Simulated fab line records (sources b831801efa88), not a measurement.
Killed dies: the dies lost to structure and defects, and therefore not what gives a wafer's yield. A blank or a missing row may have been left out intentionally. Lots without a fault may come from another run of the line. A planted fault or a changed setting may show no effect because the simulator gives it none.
A lot that was struck, set against a sound lot ; flow gf180mcu ; 24 out of 602 route steps
Sound: wafers L322.2, L322.5, L322.6. Struck: wafers L324.1, L324.4, L324.6. At the end, the cause is stated.
Each step with rows lists, per side, the tool, then ch with its chambers, then its first start. Under that, the readings that differ: sound wafers ; struck wafers ; difference of the means ; sigmas: that difference in standard deviations of wafers without a fault.
alike: readings whose means differ by less than 2 such deviations, and words and numbers that are the same on both sides. not compared: withheld readings, readings that some wafer has no value for, bounds like >300 that may hide the same value, and numbers for which the record gives no deviation and whose values overlap.
Wherever a step has rows on one side only, a row that says differs or no value, or a row with sigmas, the two part there. When numbers do not overlap yet have no deviation, they are printed without sigmas and do not part them. A reading missing from all wafers of one side parts the sides only when that side holds two or more wafers.

GF_M5_STRIP_11: strips in O2/N2.
  sound on plasma_asher-03 ch 0,1, day 30 13:13; struck on plasma_asher-03 ch 0,1, day 31 04:14
  alike: drypump_motor_current_A, heater_power_w, oes_product_au, strip_time_to_endpoint_s
  not compared: rf_hours_counter_h
then, 3 steps without rows for these wafers: GF_M5_STRIP_12 (strips in post etch residue remover, time 1200 s); GF_M5_CLEAN_13 (cleans in DIW); GF_V5_CVD_00 (deposits SiO2, target thk 300 nm, time 50 s).
GF_V5_THK_MEAS_01:
  struck on film_metro-01, day 31 04:49; sound on film_metro-01, day 30 13:51
  alike: V5_CVD_00_THK
GF_V5_CVD_02: deposits SiO2 from TEOS, target thk 1450 nm, time 163.28 s.
  sound on pecvd-01 ch 0,2, day 30 13:54; struck on pecvd-04 ch 0,2, day 31 04:52
  alike: heater_power_outer_w, heater_power_w, susceptor_temp_C
GF_V5_THK_MEAS_03:
  struck on film_metro-04, day 31 04:59; sound on film_metro-01, day 30 14:04
  alike: V5_CVD_02_THK
GF_V5_CMP_04: polishes SiO2.
  sound on cmp-02 ch 1,2,3, day 30 14:16; struck on cmp-02 ch 0,2, day 31 05:05
  alike: edge_zone_pressure_frac, motor_current_A
GF_V5_BOW_MEAS_05:
  struck on film_metro-04, day 31 05:20; sound on film_metro-04, day 30 14:26
  alike: V5_BOW
then, 3 steps without rows for these wafers: GF_V5_DEHYDRATE_06 (time 60 s); GF_V5_HMDS_07 (prime time 60 s); GF_V5_COAT_08.
GF_V5_COAT_09: resist thk 1000 nm.
  sound on litho_track-01 ch 0, day 30 23:00; struck on litho_track-02 ch 0, day 31 14:00
reading;sound;struck;difference;sigmas
model.KrF_of_V5_COAT_09.thk_nm (nm);1000 998.6 996.9;1062 1057 1061;+62;
then, 3 steps without rows for these wafers: GF_V5_SOFTBAKE_10 (time 60 s); GF_V5_EXPOSE_11 (exposes mask Via5, target cd 260 nm); GF_V5_PEB_12 (peb time 90 s).
GF_V5_DEVELOP_13: develop time 60 s.
  sound on litho_track-03 ch 0, day 31 08:36; struck on litho_track-01 ch 0, day 31 22:38
reading;sound;struck;difference;sigmas
model.KrF_of_V5_COAT_09.thk_nm (nm);987 985.4 983.6;1048 1044 1048;+61;
GF_V5_CD_MEAS_14: target cd 260 nm.
  struck on cd_sem-02, day 31 22:47; sound on cd_sem-02, day 31 08:45
reading;sound;struck;difference;sigmas
cd_nm (nm);259.7 260.8 260.0;255.9 256.4 256.0;-4.1;-3
GF_V5_OVL_MEAS_15:
  struck on overlay-01, day 31 22:54; sound on overlay-02, day 31 08:51
  alike: V5_OVL
GF_V5_ETCH_16: etches BARC in N2/H2.
  sound on rie_diel-01 ch 2,3, day 31 08:53; struck on rie_diel-01 ch 0,1, day 31 22:56
reading;sound;struck;difference;sigmas
model.V5.cd_nm (nm);259.7 261 259.3;256.1 255.9 255.2;-4.3;
  alike: drypump_motor_current_A, oes_product_au, throttle_valve_pct
GF_V5_ETCH_17: etches SiO2 in C4F8/O2/Ar, stops on TiN, target depth 855 nm.
  sound on rie_diel-01 ch 2,3; struck on rie_diel-01 ch 0,1
  alike: oes_product_au
GF_V5_STRIP_18: strips in O2/N2.
  sound on plasma_asher-02 ch 0,1, day 31 09:02; struck on plasma_asher-04 ch 0,1, day 31 23:05
reading;sound;struck;difference;sigmas
heater_power_w (W);392 394 422;306 309 308;-95;-2
oes_product_au (a.u.);0.558 0.566 0.567;0.596 0.591 0.600;+0.032;+6
  alike: drypump_motor_current_A
  not compared: rf_hours_counter_h
then, 1 step without rows for these wafers: GF_V5_STRIP_19 (strips in post etch residue remover, time 1200 s).
GF_PASSIVATION_PROBE_99:
  the record has rows for the struck wafers here (prober-02, day 33 12:14) and none for the sound ones

== WHERE THEY PART ==
First at GF_V5_CD_MEAS_14; last, within this record, at GF_PASSIVATION_PROBE_99.

WHY: what the simulator had put in
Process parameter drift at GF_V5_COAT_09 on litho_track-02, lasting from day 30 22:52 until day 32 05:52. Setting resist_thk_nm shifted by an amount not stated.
